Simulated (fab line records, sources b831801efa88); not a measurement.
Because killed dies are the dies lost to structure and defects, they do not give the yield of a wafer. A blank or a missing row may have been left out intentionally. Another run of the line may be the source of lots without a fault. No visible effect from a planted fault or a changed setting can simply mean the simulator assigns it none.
One fault through the eyes of 2 desks    flow gf180mcu    what lay behind the numbers comes last; until then each desk has only its own

== METROLOGY DESK ==
Lot by lot, what the gauges showed, no matter which tool ran the lot: averages of those sampled wafers that carry a number. A lot is out of limits, marked OUT, if its mean lies more than 4 standard deviations from the usual mean; the brackets give that distance.
Columns: A = V2_BOW at GF_V2_BOW_MEAS_05, usual 98 um; B = cdNm at GF_V4_CD_MEAS_14, usual 259.5 nm
lot   first seen here  A    B
L293  day 19 10:53     96   260.7
L295  day 20 06:16     101  258.8
L298  day 21 10:14     100  258.5
L300  day 22 08:42     106  259.5
L301  day 22 16:57     105  259.6
L305  day 23 22:04     88   261.0
L307  day 24 12:10     96   260.9
L308  day 25 01:38     107  261.0
L309  day 25 09:52     101  257.9
L311  day 25 19:57     86   259.9
L312  day 26 07:28     104  260.7
L313  day 26 11:28     109  257.4
L314  day 26 20:44     98   260.8
L315  day 27 01:47     92   256.1
This desk found nothing out of limits on any of the 14 lots.

== THE TOOL OWNER'S DESK: rieMetal-02 ==
The tool's own readings at GF_M1_METAL_ETCH_16 (etches the open film in Cl2/BCl3, stops on SiO2, target depth 627.5 nm, time 104.6 s): means of the sampled wafers that have a number, for each lot that ran on this tool. A lot is out of limits, marked OUT, if its mean lies more than 4 standard deviations from the usual mean; the brackets give that distance.
Columns: A = drypumpMotorCurrentA at GF_M1_METAL_ETCH_16, usual 5.6 A; B = heBacksideLeakSccm at GF_M1_METAL_ETCH_16, usual 3.31 sccm; C = oesProductAu at GF_M1_METAL_ETCH_16, usual 0.973 a.u.; D = rfFwdPowerW at GF_M1_METAL_ETCH_16, usual 796.7 W; E = throttleValvePct at GF_M1_METAL_ETCH_16, usual 28.247 %
lot   first seen here  A    B     C                D      E
L295  day 18 00:30     5.6  3.13  0.966            796.5  28.244
L300  day 20 03:24     6.1  3.18  0.782 (-32) OUT  795.5  28.458 (+21) OUT
L301  day 20 12:38     5.8  3.29  0.788 (-31) OUT  796.1  28.449 (+20) OUT
L311  day 23 19:57     5.8  3.32  0.975            798.3  28.237
L312  day 24 07:18     6.0  3.24  0.973            798.1  28.242
L313  day 24 11:52     5.8  3.29  0.974            797.0  28.250
Finding of this desk: L300, L301 out of limits; the first was L300 at day 20 03:24, on oesProductAu at GF_M1_METAL_ETCH_16. L295, L311, L312, L313 stayed within limits.

== ALL TOGETHER ==
The tool owner's desk had the chance to raise an alarm at day 20 03:24 on L300, L301.
Metrology desk: nothing out of limits seen.
The metrology desk has L300, L301 on record, within its limits.
The lots listed all ran GF_M1_METAL_ETCH_16 on rieMetal-02.

== WHAT HAD BEEN PUT IN BY THE SIMULATOR ==
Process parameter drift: rieMetal-02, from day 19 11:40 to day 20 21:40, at GF_M1_METAL_ETCH_16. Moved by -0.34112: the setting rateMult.
Shown lots that were struck: L300, L301.
Hours from the fault's start to each desk's first reading out of limits: the tool owner's desk, 16.
